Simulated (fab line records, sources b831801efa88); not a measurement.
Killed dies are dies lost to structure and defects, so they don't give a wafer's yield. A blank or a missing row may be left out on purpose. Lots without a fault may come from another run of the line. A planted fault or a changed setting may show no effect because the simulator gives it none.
fab line records | flow sky130
record lots=7 wafers=21 last_day=50
route steps=708 shown METAL3@555 PAD_OPEN@708
lots that met no fault: from a run of the same line without faults
start_h: hours from the record's first day to the start of the lot's first wafer shown | wait_h: hours since the lot's step before | " the same as in the row above | L1.1+2: a row that stands for several wafers | - no value, or no start given | * or withheld: withheld | < > ~ a bound
route shown NAME@n: a module of which the file shows steps, and the number in the route of the first | usual: mean/standard deviation of fault-free wafers | same: alike in all rows | chamber/n: place in a boat | sites: the reading at each site | _std_site: their standard deviation | _edge_site: outer sites' mean less inner sites' | radius_mm: how far each site lies from the wafer's centre | mask NAME#n: copy n | behind: the tool/chamber that last shaped the wafer | hold: why the lot was held/for how many hours/how that ended | device: the transistor (n, p or np) that didn't switch | end of line: the same wafers' tests at the end of the route | a step without rows: its recipe alone | killed: dies lost to structure and defects at the first sort, not the wafer's yield | map: a wafer's dies, x killed, . not, _ none there
set.NAME: the setting as run; set.NAME@STEP: as run at that earlier step | model.NAME: the simulator's own value behind a step, which no gauge read
lots at some steps of the route; a table a step, a row a wafer
services: from which hour (start_h, from the record's first day; less than 0 if before it) a tool's chamber was out of use, for how many hours, and why
## steps
# step SKY_METAL3_DEHYDRATE_05
# recipe temp_c=200 time_s=60
# step SKY_METAL3_HMDS_06
# recipe prime_time_s=60 prime_temp_c=120
# step SKY_METAL3_COAT_07
# recipe resist=BARC temp_c=withheld time_s=withheld spin_rpm=3000 resist_thk_nm=60
# step SKY_METAL3_COAT_08
# recipe resist=KrF-thick spin_rpm=3000 resist_thk_nm=1140
# step SKY_METAL3_SOFTBAKE_09
# recipe temp_c=100 time_s=90 resist=KrF-thick
# step SKY_METAL3_EXPOSE_10
# recipe mask_id=MM3 na=0.68 source_shape=annular sigma_inner=0.4 sigma_outer=0.8 target_cd_nm=300 dose_mj=28
# step SKY_METAL3_PEB_11
# recipe peb_temp_c=withheld peb_time_s=withheld resist=KrF-thick
# step SKY_METAL3_DEVELOP_12
# recipe develop_time_s=60 resist=KrF-thick dev_temp_c=21
# step SKY_METAL3_CD_MEAS_13
# recipe target_cd_nm=300
# usual cd_nm=300.0/1.5
# columns lot.wafer tool chamber start_h wait_h cd_nm
L189.3 cd_sem-02 - 925.30 - 299.3
L189.4 " - " " 299.5
L189.6 " - " " 298.6
L193.1 cd_sem-01 - 961.44 - 299.8
L193.3 " - " " 298.4
L193.4 " - " " 301.1
L194.1 cd_sem-02 - 971.99 - 301.3
L194.3 " - " " 301.0
L194.5 " - " " 301.5
L195.2 cd_sem-01 - 979.48 - 297.3
L195.5 " - " " 297.4
L195.6 " - " " 297.8
L203.2 cd_sem-02 - 1025.33 - 298.5
L203.4 " - " " 299.0
L203.5 " - " " 298.3
L204.2 cd_sem-01 - 1041.36 - 300.0
L204.4 " - " " 300.7
L204.5 " - " " 299.7
L205.2 cd_sem-02 - 1050.90 - 301.1
L205.4 " - " " 301.7
L205.6 " - " " 301.0
# step SKY_METAL3_OVL_MEAS_14
# usual METAL3_OVL=-2/5.4
# columns lot.wafer tool chamber start_h wait_h METAL3_OVL[nm]
L189.3 overlay-02 - 925.39 0.1 -15
L189.4 " - " " -2
L189.6 " - " " -5
L193.1 overlay-01 - 961.56 0.1 -10
L193.3 " - " " -12
L193.4 " - " " -5
L194.1 overlay-01 - 972.11 0.1 0
L194.3 " - " " -3
L194.5 " - " " 0
L195.2 overlay-01 - 979.58 0.1 -4
L195.5 " - " " -1
L195.6 " - " " -1
L203.2 overlay-02 - 1025.43 0.1 -4
L203.4 " - " " 2
L203.5 " - " " -9
L204.2 overlay-02 - 1041.46 0.1 -15
L204.4 " - " " -5
L204.5 " - " " -9
L205.2 overlay-01 - 1051.00 0.1 -6
L205.4 " - " " -11
L205.6 " - " " -2
# step SKY_METAL3_DESCUM_15
# recipe chemistry=O2 source_power_w=150 bias_power_w=0 pressure_mtorr=10 temp_c=40 time_s=8
# usual drypump_motor_current_A=5.5/0.53 oes_product_au=0.998/0.0089
# columns lot.wafer tool chamber start_h wait_h drypump_motor_current_A oes_product_au rf_hours_counter_h
L189.3 rie_metal-01 0 925.42 0.0 5.9 1.008 -
L189.4 " 1 " " 4.9 1.010 -
L189.6 " 0 " " 5.9 1.011 -
L193.1 rie_metal-01 1 961.59 0.0 4.9 1.011 12
L193.3 " 0 " " 5.9 0.985 -
L193.4 " 1 " " 4.9 1.002 -
L194.1 rie_metal-01 1 972.14 0.0 4.9 1.009 13
L194.3 " 0 " " 5.9 0.991 -
L194.5 " 0 " " 5.9 0.998 -
L195.2 rie_metal-02 0 979.61 0.0 5.7 1.000 20
L195.5 " 1 " " 5.1 0.996 -
L195.6 " 0 " " 5.7 0.996 -
L203.2 rie_metal-01 0 1025.46 0.0 5.9 0.981 7
L203.4 " 1 " " 4.9 1.001 -
L203.5 " 1 " " 4.9 1.000 -
L204.2 rie_metal-03 1 1041.49 0.0 5.4 0.998 10
L204.4 " 0 " " 6.8 1.001 -
L204.5 " 1 " " 5.4 0.999 -
L205.2 rie_metal-01 1 1051.03 0.0 4.9 1.004 17
L205.4 " 0 " " 5.9 0.990 -
L205.6 " 0 " " 5.9 0.985 -
# step SKY_METAL3_ETCH_16
# recipe chemistry=N2/H2 target=BARC ion_energy_ev=200 bias_w=100 pressure_mtorr=30 n2_flow_sccm=100 h2_flow_sccm=200 icp_w=500 stop_on=SiO2 time_s=88.2 target_depth_a=600
# usual bias_w=99.9/0.3 chamber_pressure_mTorr=30.002/0.028 drypump_motor_current_A=5.5/0.53 oes_product_au=0.625/0.005 throttle_valve_pct=13.206/0.0097
# columns lot.wafer tool chamber start_h wait_h bias_w chamber_pressure_mTorr drypump_motor_current_A oes_product_au rf_hours_counter_h throttle_valve_pct
L189.3 rie_metal-01 0 925.48 0.0 100.1 30.040 5.9 0.626 - 13.200
L189.4 " 1 " " 100.2 30.080 4.9 0.626 - 13.197
L189.6 " 0 " " 99.7 30.033 5.9 0.625 - 13.206
L193.1 rie_metal-01 1 961.62 0.0 99.4 30.034 4.9 0.630 12 13.203
L193.3 " 0 " " 99.3 30.050 5.9 0.628 - 13.205
L193.4 " 1 " " 99.2 30.024 4.9 0.623 - 13.183
L194.1 rie_metal-01 1 972.17 0.0 100.4 30.026 4.9 0.628 13 13.201
L194.3 " 0 " " 100.0 30.025 5.9 0.630 - 13.209
L194.5 " 0 " " 100.0 29.973 5.9 0.624 - 13.225
L195.2 rie_metal-02 0 979.64 0.0 99.8 30.008 5.7 0.621 20 13.215
L195.5 " 1 " " 99.7 29.993 5.1 0.618 - 13.210
L195.6 " 0 " " 99.7 29.975 5.7 0.625 - 13.203
L203.2 rie_metal-01 0 1025.49 0.0 99.6 30.005 5.9 0.615 7 13.193
L203.4 " 1 " " 99.9 30.043 4.9 0.626 - 13.195
L203.5 " 1 " " 99.4 30.027 4.9 0.625 - 13.199
L204.2 rie_metal-03 1 1041.52 0.0 100.4 29.994 5.4 0.639 10 13.210
L204.4 " 0 " " 99.6 29.958 6.8 0.625 - 13.196
L204.5 " 1 " " 100.1 30.034 5.4 0.625 - 13.197
L205.2 rie_metal-01 1 1051.07 0.0 99.8 30.007 4.9 0.623 17 13.208
L205.4 " 0 " " 99.9 29.979 5.9 0.633 - 13.211
L205.6 " 0 " " 99.7 30.018 5.9 0.639 - 13.208
# step SKY_METAL3_ETCH_17
# recipe target=SiO2 stop_on=TiN chemistry=C4F8/O2/Ar source_w=1500 bias_w=1200 pressure_mtorr=40 c4f8_flow_sccm=withheld O2_flow_sccm=6 Ar_flow_sccm=300 time_s=3.9 target_depth_a=150
# usual bias_w=1200/3.3 chamber_pressure_mTorr=40.00/0.081 oes_product_au=0.754/0.0066
# columns lot.wafer tool chamber start_h wait_h bias_w chamber_pressure_mTorr oes_product_au rf_hours_counter_h
L189.3 rie_diel-03 2 925.54 0.0 1199 39.99 0.752 14
L189.4 " 1 " " 1199 39.95 0.773 16
L189.6 " 0 " " 1201 40.06 0.760 -
L193.1 rie_diel-03 0 961.72 0.1 - - - -
L193.3 " 3 " " - - - -
L193.4 " 1 " " - - - -
L194.1 rie_diel-03 2 972.27 0.1 - - - -
L194.3 " 0 " " - - - -
L194.5 " 1 " " - - - -
L195.2 rie_diel-02 3 979.74 0.1 - - - -
L195.5 " 3 " " - - - -
L195.6 " 2 " " - - - -
L203.2 rie_diel-03 0 1025.59 0.1 1199 40.00 0.747 13
L203.4 " 3 " " 1199 40.01 0.754 19
L203.5 " 2 " " 1195 39.99 0.752 -
L204.2 rie_diel-02 0 1041.62 0.1 1199 39.90 0.752 15
L204.4 " 1 " " 1194 40.00 0.750 16
L204.5 " 3 " " 1198 39.97 0.758 -
L205.2 rie_diel-04 3 1051.16 0.1 1195 40.06 0.758 8
L205.4 " 3 " " 1203 39.99 0.755 -
L205.6 " 0 " " 1208 40.03 0.761 -
# step SKY_METAL3_METAL_ETCH_18
# recipe target_depth_a=8450 stop_on=SiO2 over_etch_frac=0.3 time_s=183.1 chemistry=Cl2/BCl3 resist_sidewall_deg=88 pressure_mtorr=10 icp_w=900 bias_w=48.5 Cl2_flow_sccm=60 bcl3_flow_sccm=30
# usual bcl3_flow_sccm=30.00/0.085 bias_w=48.48/0.14 drypump_motor_current_A=5.7/0.61 mfc_cl2_sccm=60.01/0.19 oes_product_au=0.865/0.0069 throttle_valve_pct=22.263/0.0088
# columns lot.wafer tool chamber start_h wait_h bcl3_flow_sccm bias_w drypump_motor_current_A mfc_cl2_sccm oes_product_au rf_hours_counter_h throttle_valve_pct
L189.3 rie_metal-02 0 925.62 0.1 29.98 48.72 5.7 60.06 0.851 - 22.270
L189.4 " 1 " " 30.18 48.54 5.1 60.23 0.858 - 22.273
L189.6 " 1 " " 30.02 48.49 5.1 60.28 0.848 - 22.259
L193.1 rie_metal-02 0 961.74 0.0 30.00 48.37 5.7 59.96 0.868 19 22.242
L193.3 " 1 " " 29.91 48.15 5.1 60.21 0.860 - 22.262
L193.4 " 0 " " 30.06 48.53 5.7 60.02 0.858 - 22.262
L194.1 rie_metal-02 1 972.29 0.0 29.98 48.47 5.1 60.36 0.864 12 22.253
L194.3 " 0 " " 30.12 48.43 5.7 60.08 0.865 - 22.265
L194.5 " 0 " " 29.92 48.28 5.7 59.83 0.869 - 22.260
L195.2 rie_metal-01 0 979.76 0.0 30.03 48.35 5.9 59.83 0.888 4 22.253
L195.5 " 1 " " 30.05 48.46 4.9 59.68 0.862 - 22.262
L195.6 " 0 " " 30.02 48.46 5.9 59.81 0.871 - 22.261
L203.2 rie_metal-03 1 1025.61 0.0 29.90 48.35 5.5 60.42 0.858 9 22.256
L203.4 " 1 " " 29.88 48.38 5.5 60.27 0.864 - 22.264
L203.5 " 0 " " 29.93 48.16 6.8 60.06 0.858 - 22.262
L204.2 rie_metal-01 1 1041.64 0.0 29.96 48.56 4.9 59.98 0.875 16 22.280
L204.4 " 0 " " 30.04 48.44 5.9 59.69 0.856 - 22.263
L204.5 " 1 " " 29.95 48.45 4.9 60.18 0.864 - 22.275
L205.2 rie_metal-02 1 1051.19 0.0 30.03 48.63 5.1 60.28 0.872 19 22.246
L205.4 " 1 " " 30.00 48.67 5.1 60.04 0.868 - 22.258
L205.6 " 1 " " 30.01 48.51 5.1 59.88 0.859 - 22.259
# step SKY_PAD_OPEN_PROBE_99
# usual defect_limited_yield=82.1/1.9 killed_at_M0_to_M3=44/7.3 killed_at_M4_up=3.5/1.8 killed_at_contacts=24/5.8 killed_at_front_end=16/4.3 killed_at_other=0.5/0.68 killed_dies=88/9.4 killed_on_rim=17/3.7 killed_open=48/6.8 killed_short=40/6.1 sort_bin_3_pad_short=0.9/0.39 sort_bin_5_function=10.5/1.4 sort_bin_6_memory=6.4/1.1 sort_n_pass=404/9.4 sort_yield_pct=82.1/1.9
# same gross_dies=492 killed_at_back_side=0 sort_bin_4_leakage[%]=0 sort_bin_8_speed[%]=0
# columns lot.wafer tool chamber start_h wait_h defect_limited_yield[%] killed_at_M0_to_M3 killed_at_M4_up killed_at_contacts killed_at_front_end killed_at_other killed_dies killed_on_rim killed_open killed_short sort_bin_3_pad_short[%] sort_bin_5_function[%] sort_bin_6_memory[%] sort_n_pass sort_yield_pct[%]
L189.3 prober-02 - 1096.93 0.2 82.1 38 3 36 11 0 88 18 50 38 0.6 10.8 6.5 404 82.1
L189.4 prober-02 - 1096.98 0.2 81.9 44 3 27 15 0 89 17 54 34 1.4 11.2 5.5 403 81.9
L189.6 prober-02 - 1097.08 0.2 81.1 41 6 27 18 1 93 18 48 45 0.8 12.6 5.5 399 81.1
L193.1 prober-02 - 1125.27 0.1 0 447 2 21 22 0 492 96 57 35 1.2 92.9 5.9 0 0
L193.3 prober-02 - 1125.37 0.2 0 463 1 15 12 1 492 96 44 32 2.2 93.5 4.3 0 0
L193.4 prober-02 - 1125.42 0.2 0 451 6 16 19 0 492 96 44 50 1.6 90.2 8.1 0 0
L194.1 prober-01 - 1133.87 0.1 0 449 0 28 14 1 492 96 53 41 0.6 91.7 7.7 0 0
L194.3 prober-01 - 1133.97 0.2 0 442 3 30 17 0 492 96 59 38 1.0 90.9 8.1 0 0
L194.5 prober-01 - 1134.07 0.2 0 454 3 16 19 0 492 96 58 46 1.4 91.3 7.3 0 0
L195.2 prober-02 - 1142.30 0.1 0 454 2 24 12 0 492 96 40 43 0.8 93.3 5.9 0 0
L195.5 prober-02 - 1142.45 0.2 0 442 5 27 18 0 492 96 57 38 0.6 91.9 7.5 0 0
L195.6 prober-02 - 1142.50 0.2 0 451 4 24 12 1 492 96 49 46 1.0 92.1 6.9 0 0
L203.2 prober-01 - 1174.12 0.1 81.9 44 4 24 17 0 89 18 50 38 0.6 10.2 7.3 403 81.9
L203.4 prober-01 - 1174.22 0.2 80.7 48 5 24 17 1 95 14 47 47 1.0 11.2 7.1 397 80.7
L203.5 prober-01 - 1174.27 0.2 83.1 41 2 27 13 0 83 12 37 46 1.0 10.0 5.9 409 83.1
L204.2 prober-01 - 1187.35 0.1 79.9 54 2 29 14 0 99 16 65 34 1.2 11.0 7.9 393 79.9
L204.4 prober-01 - 1187.45 0.2 81.7 48 3 30 9 0 90 13 57 33 1.4 9.3 7.5 402 81.7
L204.5 prober-01 - 1187.50 0.2 83.1 41 5 26 11 0 83 10 47 36 0.6 10.0 6.3 409 83.1
L205.2 prober-01 - 1195.33 0.1 81.7 42 5 22 21 0 90 25 43 47 1.2 11.2 5.9 402 81.7
L205.4 prober-01 - 1195.43 0.2 81.9 42 7 25 15 0 89 22 51 38 0.8 10.6 6.7 403 81.9
L205.6 prober-01 - 1195.53 0.2 83.1 36 4 32 11 0 83 12 51 32 1.0 10.6 5.3 409 83.1
# killed by level:class
L189.3 CONTACT:geometric_particle:open=18 METAL1:geometric_particle:short=7 VIA1:geometric_particle:open=7 LI_CONTACT:geometric_particle:short=6 VIA2:geometric_particle:open=5 CONTACT:geometric_particle:short=5 VIA3:geometric_particle:open=5 POLY_GATE:geometric_particle:open=4
L189.4 VIA2:geometric_particle:open=9 VIA1:geometric_particle:open=9 CONTACT:geometric_particle:open=8 LI_CONTACT:geometric_particle:open=8 VIA3:geometric_particle:open=7 METAL1:geometric_particle:short=6 FIELD_ISO:geometric_particle:open=5 LI_CONTACT:geometric_particle:short=5
L189.6 VIA1:geometric_particle:open=10 LI_CONTACT:geometric_particle:open=8 CONTACT:geometric_particle:open=7 METAL1:geometric_particle:short=6 SPACER:geometric_particle:short=6 LOCAL_INTERCONNECT:geometric_particle:short=6 VIA3:geometric_particle:open=5 FIELD_ISO:geometric_particle:open=4
L193.1 METAL3:area_etch=400 VIA1:geometric_particle:open=11 CONTACT:geometric_particle:open=9 VIA3:geometric_particle:open=7 FIELD_ISO:geometric_particle:open=5 POLY_GATE:geometric_particle:open=5 POLY_GATE:geometric_particle:short=5 LI_CONTACT:geometric_particle:open=5
L193.3 METAL3:area_etch=416 VIA1:geometric_particle:open=15 VIA3:geometric_particle:open=8 CONTACT:geometric_particle:open=7 METAL2:geometric_particle:short=5 FIELD_ISO:geometric_particle:short=4 VIA3:geometric_particle:short=4 FIELD_ISO:geometric_particle:open=3
L193.4 METAL3:area_etch=397 METAL1:geometric_particle:short=9 VIA3:geometric_particle:open=8 METAL2:geometric_particle:short=7 VIA1:geometric_particle:open=7 FIELD_ISO:geometric_particle:open=6 METAL4:geometric_particle:short=6 VIA2:geometric_particle:open=6
L194.1 METAL3:area_etch=397 VIA3:geometric_particle:open=14 CONTACT:geometric_particle:open=11 VIA1:geometric_particle:open=8 METAL2:geometric_particle:short=8 LI_CONTACT:geometric_particle:open=7 CONTACT:geometric_particle:short=6 VIA1:geometric_particle:short=5
L194.3 METAL3:area_etch=395 VIA1:geometric_particle:open=13 VIA3:geometric_particle:open=12 LI_CONTACT:geometric_particle:open=11 VIA2:geometric_particle:open=9 FIELD_ISO:geometric_particle:short=8 CONTACT:geometric_particle:open=8 LI_CONTACT:geometric_particle:short=4
L194.5 METAL3:area_etch=386 VIA3:geometric_particle:open=14 VIA1:geometric_particle:open=13 VIA2:geometric_particle:open=12 FIELD_ISO:geometric_particle:short=6 FIELD_ISO:geometric_particle:open=6 VIA1:geometric_particle:short=6 VIA3:geometric_particle:short=6
L195.2 METAL3:area_etch=409 VIA1:geometric_particle:open=10 CONTACT:geometric_particle:open=7 METAL1:geometric_particle:short=7 LI_CONTACT:geometric_particle:open=6 CONTACT:geometric_particle:short=6 VIA1:geometric_particle:short=6 METAL2:geometric_particle:short=5
L195.5 METAL3:area_etch=397 VIA1:geometric_particle:open=13 CONTACT:geometric_particle:open=11 CONTACT:geometric_particle:short=7 FIELD_ISO:geometric_particle:open=6 LI_CONTACT:geometric_particle:open=6 VIA1:geometric_particle:short=6 METAL2:geometric_particle:short=6
L195.6 METAL3:area_etch=397 VIA1:geometric_particle:open=15 METAL1:geometric_particle:short=11 CONTACT:geometric_particle:open=7 METAL2:geometric_particle:short=7 LI_CONTACT:geometric_particle:open=6 VIA1:geometric_particle:short=6 LOCAL_INTERCONNECT:geometric_particle:short=4
L203.2 VIA1:geometric_particle:open=10 VIA2:geometric_particle:open=8 CONTACT:geometric_particle:open=7 FIELD_ISO:geometric_particle:open=6 FIELD_ISO:geometric_particle:short=5 LI_CONTACT:geometric_particle:short=5 METAL2:geometric_particle:short=5 VIA3:geometric_particle:open=5
L203.4 VIA1:geometric_particle:open=12 METAL1:geometric_particle:short=7 CONTACT:geometric_particle:open=7 VIA1:geometric_particle:short=7 LI_CONTACT:geometric_particle:open=6 CONTACT:geometric_particle:short=6 VIA2:geometric_particle:open=5 METAL2:geometric_particle:short=5
L203.5 CONTACT:geometric_particle:open=10 METAL2:geometric_particle:short=8 VIA3:geometric_particle:open=7 VIA1:geometric_particle:short=6 CONTACT:geometric_particle:short=6 LI_CONTACT:geometric_particle:open=6 VIA1:geometric_particle:open=6 LOCAL_INTERCONNECT:geometric_particle:short=5
L204.2 VIA3:geometric_particle:open=14 VIA1:geometric_particle:open=13 LI_CONTACT:geometric_particle:open=10 CONTACT:geometric_particle:open=10 VIA2:geometric_particle:open=6 CONTACT:geometric_particle:short=5 VIA1:geometric_particle:short=5 METAL2:geometric_particle:short=5
L204.4 CONTACT:geometric_particle:open=13 VIA1:geometric_particle:open=11 VIA2:geometric_particle:open=11 LI_CONTACT:geometric_particle:open=9 METAL2:geometric_particle:short=6 VIA3:geometric_particle:open=5 LOCAL_INTERCONNECT:geometric_particle:short=4 CONTACT:geometric_particle:short=4
L204.5 CONTACT:geometric_particle:open=13 VIA3:geometric_particle:open=8 LI_CONTACT:geometric_particle:open=7 METAL1:geometric_particle:short=6 VIA1:geometric_particle:open=5 METAL2:geometric_particle:short=4 VIA3:geometric_particle:short=4 VIA1:geometric_particle:short=4
L205.2 VIA1:geometric_particle:open=9 METAL1:geometric_particle:short=7 POLY_GATE:geometric_particle:short=7 CONTACT:geometric_particle:open=7 VIA2:geometric_particle:open=7 METAL2:geometric_particle:short=6 FIELD_ISO:geometric_particle:short=5 LI_CONTACT:geometric_particle:open=5
L205.4 CONTACT:geometric_particle:open=12 VIA1:geometric_particle:open=11 VIA3:geometric_particle:open=9 LI_CONTACT:geometric_particle:open=6 METAL2:geometric_particle:short=6 METAL4:geometric_particle:short=6 FIELD_ISO:geometric_particle:open=4 POLY_GATE:geometric_particle:open=4
L205.6 CONTACT:geometric_particle:open=14 VIA1:geometric_particle:open=8 LI_CONTACT:geometric_particle:open=6 VIA2:geometric_particle:open=5 LOCAL_INTERCONNECT:geometric_particle:short=4 METAL2:geometric_particle:short=4 FIELD_ISO:geometric_particle:open=3 LI_CONTACT:geometric_particle:short=3
# map L193.1 (x killed, . not)
__________xxxxxxxxxx_________
________xxxxxxxxxxxxxx_______
______xxxxxxxxxxxxxxxxxx_____
_____xxxxxxxxxxxxxxxxxxxx____
____xxxxxxxxxxxxxxxxxxxxxx___
___xxxxxxxxxxxxxxxxxxxxxxxx__
__xxxxxxxxxxxxxxxxxxxxxxxxxx_
_xxxxxxxxxxxxxxxxxxxxxxxxxxxx
_xxxxxxxxxxxxxxxxxxxxxxxxxxxx
_xxxxxxxxxxxxxxxxxxxxxxxxxxxx
_xxxxxxxxxxxxxxxxxxxxxxxxxxxx
_xxxxxxxxxxxxxxxxxxxxxxxxxxxx
_xxxxxxxxxxxxxxxxxxxxxxxxxxxx
_xxxxxxxxxxxxxxxxxxxxxxxxxxxx
_xxxxxxxxxxxxxxxxxxxxxxxxxxxx
__xxxxxxxxxxxxxxxxxxxxxxxxxx_
___xxxxxxxxxxxxxxxxxxxxxxxx__
____xxxxxxxxxxxxxxxxxxxxxx___
_____xxxxxxxxxxxxxxxxxxxx____
______xxxxxxxxxxxxxxxxxx_____
________xxxxxxxxxxxxxx_______
__________xxxxxxxxxx_________
# map L194.1 (x killed, . not)
__________xxxxxxxxxx_________
________xxxxxxxxxxxxxx_______
______xxxxxxxxxxxxxxxxxx_____
_____xxxxxxxxxxxxxxxxxxxx____
____xxxxxxxxxxxxxxxxxxxxxx___
___xxxxxxxxxxxxxxxxxxxxxxxx__
__xxxxxxxxxxxxxxxxxxxxxxxxxx_
_xxxxxxxxxxxxxxxxxxxxxxxxxxxx
_xxxxxxxxxxxxxxxxxxxxxxxxxxxx
_xxxxxxxxxxxxxxxxxxxxxxxxxxxx
_xxxxxxxxxxxxxxxxxxxxxxxxxxxx
_xxxxxxxxxxxxxxxxxxxxxxxxxxxx
_xxxxxxxxxxxxxxxxxxxxxxxxxxxx
_xxxxxxxxxxxxxxxxxxxxxxxxxxxx
_xxxxxxxxxxxxxxxxxxxxxxxxxxxx
__xxxxxxxxxxxxxxxxxxxxxxxxxx_
___xxxxxxxxxxxxxxxxxxxxxxxx__
____xxxxxxxxxxxxxxxxxxxxxx___
_____xxxxxxxxxxxxxxxxxxxx____
______xxxxxxxxxxxxxxxxxx_____
________xxxxxxxxxxxxxx_______
__________xxxxxxxxxx_________
## services
# columns tool chamber start_h hours kind
rie_metal-01 - 910.34 0.9 repair
rie_diel-03 - 931.91 0.8 repair
rie_diel-02 - 932.82 14.6 pm
rie_metal-01 1 936.75 1.5 repair
rie_metal-03 - 995.05 15.6 pm
rie_metal-01 1 995.34 4.5 repair
rie_diel-02 1 1007.21 2.4 repair
rie_metal-02 0 1014.23 - clean
rie_metal-02 0 1014.23 21.5 scheduled_down
rie_metal-02 0 1014.23 21.5 vent_cycle
rie_diel-02 0 1017.41 1.6 repair
rie_diel-02 - 1019.78 1.1 repair
rie_metal-02 - 1037.74 2.8 pm
rie_diel-04 1 1043.33 - clean
rie_diel-04 1 1043.33 11.5 scheduled_down
rie_diel-04 1 1043.33 11.5 vent_cycle
rie_diel-04 2 1049.93 6.1 repair
## key
first_sign step=SKY_METAL3_ETCH_17 reading=tool_record direction=missing
effect step=SKY_PAD_OPEN_PROBE_99 reading=sort_bin_5_function direction=up sigmas=59 usual=10.5 struck=92.0
more_kills_born_at SKY_METAL3_ETCH_17@rie_diel-03=2389 SKY_METAL3_ETCH_17@rie_diel-02=1203
met_at SKY_METAL3_ETCH_17
struck_wafers L193.1,L193.3,L193.4,L194.1,L194.3,L194.5,L195.2,L195.5,L195.6
later_rows_left_out L193.1,L193.3,L193.4,L194.1,L194.3,L194.5,L195.2,L195.5,L195.6
onset_between 925.54 961.72
fault kind=skipped_step_whole tool=rie_diel-02,rie_diel-03 chamber=- onset_h=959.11 steps=SKY_METAL3_ETCH_17 scope=struck_lots_only
# later_rows_left_out: the simulator's readings of these wafers behind a module that went badly wrong aren't trusted and aren't shown, but for the sort
